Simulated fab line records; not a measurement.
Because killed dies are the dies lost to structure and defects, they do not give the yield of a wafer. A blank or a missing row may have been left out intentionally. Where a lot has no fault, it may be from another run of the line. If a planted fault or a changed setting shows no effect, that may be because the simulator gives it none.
Code-filled problem report in 8D (eight disciplines) form	flow gf180mcu	the parts of the form that need people (team, actions taken, sign-off) are left out

## 1. WHAT WENT WRONG
cd nm at GF_V3_CD_MEAS_14 reads a mean of 253.1 nm on 9 wafers of 3 lots; wafers without a fault read 260.0 nm with a standard deviation of 1.2. That is -5.7 standard deviations from the usual mean.
The step: target cd 260 nm.
First seen on wafer L392.3, day 27 02:54, on cd sem-01. The record has a number at this step for 36 wafers belonging to 12 lots. Rule for "out" (also "out of limits"): further than 4 standard deviations from the usual mean. Any other wafer with a number is counted as sound.

## 2. WHAT THIS IS AND IS NOT
question	is	is not
which readings at this step	cd nm	-
which lots	L392, L394, L395	L380, L381, L382, L383, L384, L385, L388, L400, L401
which wafers of those lots	all that have a number	-
read on which gauges	cd sem-01, cd sem-02	-
when	from day 27 02:54	up to then (21 sound wafers); but 6 sound wafers of L400, L401 came after

## 3. SUSPECTS, AND WHAT RULES EACH OUT
Counting: a tool at any process step up to the reading remains a suspect when it ran all the lots that are out and ran no sound lot after the first of those.
- the gauge at GF_V3_CD_MEAS_14 is ruled out. Those wafers that are out were read across 2 gauges (cd sem-01, cd sem-02).
- litho track-01 at GF_V3_PEB_12 (peb time 90 s): kept. All lots that are out passed through it, beginning with L392 at day 27 02:35, and no sound lot followed; its final sound lot before that point was L388 at day 25 23:05. Its own readings are out on those wafers: heater power total W, plate temp C.
Remaining after the count: litho track-01 at GF_V3_PEB_12.

## 4. THE CAUSE (what the simulator had put in)
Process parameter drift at GF_V3_PEB_12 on litho track-01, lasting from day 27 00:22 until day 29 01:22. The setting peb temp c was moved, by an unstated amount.
The count eliminated every tool but this one.

## 5. THE CHAIN OF EFFECTS, in route order
One row per reading whose mean, taken over the struck wafers that have a number, lies over 3 standard deviations from the usual. Only readings whose record carries a usual standard deviation are examined. hours: median over the lots of the time between each lot's start at the first step of this table that gives one and its start at this step. sigmas: the change, counted in usual standard deviations.
hours	step	reading	usual	on struck wafers	change	sigmas
0	GF_V3_PEB_12	heater power total W	85.70 W	83.73	-1.97	-25
0	GF_V3_PEB_12	plate temp C	135.00 C	132.59	-2.41	-15
0	GF_V3_CD_MEAS_14	cd nm	260.0 nm	253.1	-6.9	-5.7
The process steps in it:
- GF_V3_PEB_12: peb time 90 s.
Later measuring or inspecting steps at which every struck wafer that the step has a row for has a number for every such reading, and none has moved that far: GF_V3_THK_MEAS_25, GF_M4_RS_MEAS_05.

## 6. HOW IT WOULD HAVE BEEN CAUGHT EARLIER
The first out-of-limits reading at a measuring or inspecting step in this record came at day 27 02:54, 3 hours after the fault's start at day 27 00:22.
The tool's own readings at GF_V3_PEB_12 were out on every struck wafer that the step has a row for (heater power total W, plate temp C): an alarm limit on them would have fired on the first of those.
Among the 3 lots that are out, L394, L395 began GF_V3_PEB_12 on litho track-01 after day 27 02:54. A hold on the tool at that time would have spared those 2.
